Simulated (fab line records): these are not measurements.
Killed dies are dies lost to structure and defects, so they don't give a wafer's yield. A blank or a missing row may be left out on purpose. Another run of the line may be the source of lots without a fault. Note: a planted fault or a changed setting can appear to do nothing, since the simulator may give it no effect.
Matching of chambers | flow gf180mcu | 4 sister chambers for GF_V3_CMP_26 on cmp-01
The step polishes, stops on SiO2, t overpolish 15 s, target thk 0 nm. 8 wafers are shown with their chamber, then 7 later ones without.

## EACH WAFER AND ITS CHAMBER
wafer  | chamber | motorCurrentA (A) | overpolishRunS (s)
L540.5 | 1       | 10.6              | 14.998
L541.4 | 3       | 8.7               | 14.999
L541.6 | 1       | 10.0              | 14.997
L545.2 | 2       | 9.8               | 15.010
L545.3 | 0       | 11.2              | 15.004
L545.4 | 3       | 8.5               | 15.006
L548.1 | 2       | 10.1              | 14.994
L548.2 | 0       | 11.1              | 15.003

## WAFERS WITHOUT THEIR CHAMBER
wafer  | motorCurrentA (A) | overpolishRunS (s)
L548.6 | 10.6              | 15.008
L551.1 | 11.4              | 14.986
L551.5 | 10.1              | 14.995
L551.6 | 9.2               | 14.995
L559.1 | 10.6              | 15.003
L559.3 | 10.8              | 15.002
L559.4 | 8.4               | 15.007

## WHICH CHAMBER EACH ONE RAN IN
wafer  | from the rows above          | in truth
L548.6 | can't be placed: 1 or 0 or 2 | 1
L551.1 | can't be placed: 0 or 1      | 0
L551.5 | can't be placed: 1 or 2      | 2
L551.6 | can't be placed: 3 or 2 or 1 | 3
L559.1 | can't be placed: 1 or 0 or 2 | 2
L559.3 | can't be placed: 0 or 1 or 2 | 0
L559.4 | 3                            | 3
Placed correctly: 1 of 7. These rows do not allow placing 6 (true chamber among the candidates in 6). Placed wrongly: 0.
How it was worked out, from the rows above alone: a wafer's distance from a chamber is the root of the sum, over the readings, of the square of ((its reading less the chamber's mean) divided by the reading's scatter). If the next closest chamber is less than 2 further off than the closest, the wafer can't be placed; otherwise it belongs to the closest. For every chamber, the mean is computed from those of its wafers that are shown. How the scatter is found: for the shown wafers, subtract from each reading the mean of its chamber, square and add these, divide the total by (wafers less chambers), then take the root.
